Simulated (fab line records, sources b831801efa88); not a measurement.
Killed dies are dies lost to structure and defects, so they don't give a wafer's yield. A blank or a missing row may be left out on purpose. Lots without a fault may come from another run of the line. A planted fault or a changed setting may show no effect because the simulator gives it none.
A struck lot beside a sound one | flow gf180mcu | 26 steps out of a route of 602
Sound: wafers L583.1, L583.4, L583.5. Struck: wafer L580.4. (L580.1, L580.3 of the same lot were not struck and are left out.) The cause comes at the end.
At each step with rows: each side's tool, then ch and its chambers, then its first start. Under that, the readings that differ: sound wafers | struck wafers | difference of the means | sigmas: that difference in standard deviations of wafers without a fault.
alike: readings whose means differ by less than 2 such deviations, and words and numbers that are the same on both sides. not compared: withheld readings, readings that some wafer has no value for, bounds like >300 that may hide the same value, and numbers for which the record gives no deviation and whose values overlap.
The two part at a step that has a row with sigmas, a row that says differs or no value, or rows on one side only. Numbers that don't overlap but have no deviation are shown without sigmas and don't part them. A reading that every wafer of one side lacks parts them only if that side has two wafers or more.

first, 6 steps without rows for these wafers: GF_TOP_METAL_HMDS_08 (prime time 60 s); GF_TOP_METAL_COAT_09 (resist thk 1500 nm); GF_TOP_METAL_SOFTBAKE_10 (time 60 s); GF_TOP_METAL_EXPOSE_11 (exposes mask MetalTop, target cd 440 nm); GF_TOP_METAL_PEB_12; GF_TOP_METAL_DEVELOP_13 (develop time 60 s).
GF_TOP_METAL_CD_MEAS_14: target cd 440 nm.
  sound on cd_sem-02, day 33 15:23; struck on cd_sem-01, day 33 03:34
  alike: cd_nm
GF_TOP_METAL_OVL_MEAS_15:
  sound on overlay-02, day 33 15:31; struck on overlay-02, day 33 03:41
  alike: TOP_METAL_OVL
GF_TOP_METAL_METAL_ETCH_16: etches the open film in Cl2/BCl3, stops on SiO2, target depth 1077.5 nm, time 179.6 s.
  sound on rie_metal-04 ch 0,1, day 33 15:33; struck on rie_metal-01 ch 1, day 33 03:43
  alike: drypump_motor_current_A, he_backside_leak_sccm, oes_product_au, throttle_valve_pct
  not compared: rf_hours_counter_h
GF_TOP_METAL_STRIP_17: strips in O2/N2.
  sound on plasma_asher-02 ch 0,1, day 33 15:44; struck on plasma_asher-03 ch 1, day 33 03:53
  alike: drypump_motor_current_A, heater_power_w, oes_product_au, strip_time_to_endpoint_s
  not compared: rf_hours_counter_h
then, 2 steps without rows for these wafers: GF_TOP_METAL_STRIP_18 (strips in post etch residue remover, time 1200 s); GF_TOP_METAL_CLEAN_19 (cleans in DIW).
GF_PASSIVATION_CVD_00: deposits SiO2 from TEOS, target thk 1000 nm, time 111.95 s.
  sound on pecvd-04 ch 0,1,2, day 33 16:16; struck on pecvd-03 ch 0, day 33 04:25
  alike: heater_power_w
  not compared: since_wet_clean_h
GF_PASSIVATION_THK_MEAS_01:
  sound on film_metro-01, day 33 16:20; struck on film_metro-01, day 33 04:30
  reading                     | sound         | struck | difference | sigmas
  PASSIVATION_CVD_00_THK (nm) | 993 1007 1010 | 922    | -81        | -6
GF_PASSIVATION_CVD_02: deposits Si3N4, target thk 700 nm, time 486.18 s.
  sound on pecvd-03 ch 0,1, day 33 16:24; struck on pecvd-04 ch 1, day 33 04:34
  alike: heater_power_w
  not compared: since_wet_clean_h
GF_PASSIVATION_THK_MEAS_03:
  sound on film_metro-01, day 33 16:41; struck on film_metro-01, day 33 04:51
  alike: PASSIVATION_CVD_02_THK
then, 7 steps without rows for these wafers: GF_PASSIVATION_DEHYDRATE_04 (time 60 s); GF_PASSIVATION_HMDS_05 (prime time 60 s); GF_PASSIVATION_COAT_06 (resist thk 4000 nm); GF_PASSIVATION_SOFTBAKE_07; GF_PASSIVATION_EXPOSE_08 (exposes mask Pad, target cd 40000 nm); GF_PASSIVATION_PEB_09; GF_PASSIVATION_DEVELOP_10 (develop time 60 s).
GF_PASSIVATION_ETCH_11: etches the open film in CF4/O2, stops on TiN, target depth 1800 nm, time 400 s.
  sound on rie_diel-03 ch 0,1,2, day 34 07:43; struck on rie_diel-01 ch 3, day 33 20:04
  reading               | sound             | struck | difference | sigmas
  oes_product_au (a.u.) | 0.951 0.962 0.963 | 0.938  | -0.021     | -3
  alike: drypump_motor_current_A, throttle_valve_pct
  not compared: rf_hours_counter_h
GF_PASSIVATION_STRIP_12: strips in O2/N2.
  sound on plasma_asher-02 ch 0,1, day 34 07:56; struck on plasma_asher-02 ch 1, day 33 20:18
  alike: drypump_motor_current_A, heater_power_w, oes_product_au, strip_time_to_endpoint_s
  not compared: rf_hours_counter_h
GF_PASSIVATION_PROBE_99:
  the record has rows for the struck wafers here (prober-01, day 33 22:10) and none for the sound ones

WHERE THEY PART
First at GF_PASSIVATION_THK_MEAS_01; last, within this record, at GF_PASSIVATION_PROBE_99.

WHY: what the simulator had put in
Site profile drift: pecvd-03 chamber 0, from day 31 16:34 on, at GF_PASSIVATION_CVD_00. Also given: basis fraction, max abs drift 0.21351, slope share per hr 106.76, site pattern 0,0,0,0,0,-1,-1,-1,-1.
